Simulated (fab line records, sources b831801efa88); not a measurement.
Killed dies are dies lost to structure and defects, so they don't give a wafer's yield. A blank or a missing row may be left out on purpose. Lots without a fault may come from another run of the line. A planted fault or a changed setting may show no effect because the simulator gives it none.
One fault seen from 2 desks | flow sfq_line | each desk has only its own numbers; what lay behind them comes last

THE TOOL OWNER'S DESK: rie_metal-03
The tool's own readings at SFQ_TRILAYER_M1_STRIP_STRIP_043 (strips in O2): means of the sampled wafers that have a number, for each lot that ran on this tool. A lot is out of limits, marked OUT, if its mean lies more than 4 standard deviations from the usual mean; the brackets give that distance.
Columns: A = chamber_pressure_mTorr at SFQ_TRILAYER_M1_STRIP_STRIP_043, usual 50.00 mTorr; B = drypump_motor_current_A at SFQ_TRILAYER_M1_STRIP_STRIP_043, usual 5.16 A; C = oes_product_au at SFQ_TRILAYER_M1_STRIP_STRIP_043, usual 1.006 a.u.
lot  | first seen here | A                       | B    | C
L977 | day 12 17:05    | 50.02                   | 5.37 | 1.003
L978 | day 12 19:29    | 50.01                   | 5.37 | 1.004
L988 | day 16 01:02    | 60.05 (+99 or more) OUT | 5.35 | 1.005
L992 | day 17 07:28    | 60.03 (+99 or more) OUT | 5.38 | 1.002
L100 | day 19 22:58    | 49.95                   | 5.39 | 1.009
This desk's finding: out of limits on L988, L992; first on L988, day 16 01:02 (chamber_pressure_mTorr at SFQ_TRILAYER_M1_STRIP_STRIP_043). In limits: L977, L978, L100.

THE METROLOGY DESK
What the gauges read, lot by lot, whatever tool the lot ran on: means of the sampled wafers that have a number. A lot is out of limits, marked OUT, if its mean lies more than 4 standard deviations from the usual mean; the brackets give that distance.
Columns: A = I0_BOW at SFQ_I0_BOW_MEAS_907, usual 3 um; B = I3_BOW at SFQ_I3_BOW_MEAS_922, usual 6 um
lot  | first seen here | A  | B
L977 | day 8 09:43     | 1  | 6
L978 | day 8 12:43     | 9  | 22
L979 | day 8 15:44     | 5  | 13
L980 | day 8 19:07     | 3  | -4
L982 | day 9 12:07     | -4 | 5
L985 | day 10 07:19    | 6  | 13
L987 | day 10 21:55    | -8 | -7
L988 | day 11 01:05    | 6  | 10
L992 | day 12 04:18    | -1 | 7
L993 | day 12 07:17    | -1 | 9
L994 | day 12 19:58    | 10 | 15
L995 | day 13 01:55    | 1  | 2
L998 | day 14 02:59    | 5  | 1
L100 | day 14 11:59    | 12 | 15
This desk's finding: nothing out of limits on any of the 14 lots.

PUT TOGETHER
The tool owner's desk could have raised an alarm at day 16 01:02, on L988, L992.
The metrology desk saw nothing out of limits.
The metrology desk has L988, L992 on record, within its limits.
Of the lots named, all ran SFQ_TRILAYER_M1_STRIP_STRIP_043 on rie_metal-03.

WHAT THE SIMULATOR HAD PUT IN
Process parameter drift: rie_metal-03, from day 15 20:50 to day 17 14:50, at SFQ_TRILAYER_M1_STRIP_STRIP_043. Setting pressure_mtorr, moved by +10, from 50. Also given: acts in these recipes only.
Lots struck among those shown: L988, L992.
Hours from the fault's start to each desk's first reading out of limits: the tool owner's desk, 4.
